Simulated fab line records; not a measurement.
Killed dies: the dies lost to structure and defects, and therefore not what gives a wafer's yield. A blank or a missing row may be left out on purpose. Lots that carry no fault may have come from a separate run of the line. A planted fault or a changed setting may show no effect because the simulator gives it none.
Matching of chambers :: flow sky130 :: SKY_VIA2_CMP_24 on cmp-02: 4 sister chambers
The step polishes, stops on SiO2, t overpolish 20 s, target thk 0 nm. 4 wafers are shown with their chamber, then 7 later ones without.

== WAFERS PAIRED WITH THEIR CHAMBERS ==
wafer: L475.1
chamber: 1
motorCurrentA (A): 11.8

wafer: L475.2
chamber: 0
motorCurrentA (A): 9.3

wafer: L478.1
chamber: 3
motorCurrentA (A): 11.0

wafer: L478.2
chamber: 2
motorCurrentA (A): 11.9

== WAFERS MISSING THEIR CHAMBER ==
wafer: L478.5
motorCurrentA (A): 9.3

wafer: L483.3
motorCurrentA (A): 11.1

wafer: L483.4
motorCurrentA (A): 12.0

wafer: L483.5
motorCurrentA (A): 12.6

wafer: L484.1
motorCurrentA (A): 11.0

wafer: L484.2
motorCurrentA (A): 9.4

wafer: L484.3
motorCurrentA (A): 11.6

== CHAMBER TAKEN BY EACH ==
wafer: L478.5
from the rows above: 0
in truth: 0

wafer: L483.3
from the rows above: 3
in truth: 3

wafer: L483.4
from the rows above: can't be placed: 2 or 1
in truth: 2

wafer: L483.5
from the rows above: can't be placed: 2 or 1
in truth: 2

wafer: L484.1
from the rows above: 3
in truth: 3

wafer: L484.2
from the rows above: 0
in truth: 0

wafer: L484.3
from the rows above: can't be placed: 1 or 2 or 3
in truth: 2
Correctly placed: 4 of 7. From these rows, 3 cannot be placed; in 3 the true chamber is one of the candidates. Placed wrongly: 0.
How it was worked out, from the rows above alone: a wafer's distance from a chamber is the root of the sum, over the readings, of the square of ((its reading less the chamber's mean) divided by the reading's scatter). The wafer belongs to the nearest chamber; if the next one is less than 2 further off, it can't be placed. For every chamber, the mean is computed from those of its wafers that are shown. The scatter (one wafer shown for each chamber): square how far every hidden wafer sits from the nearest shown wafer, average those squares and take the square root.
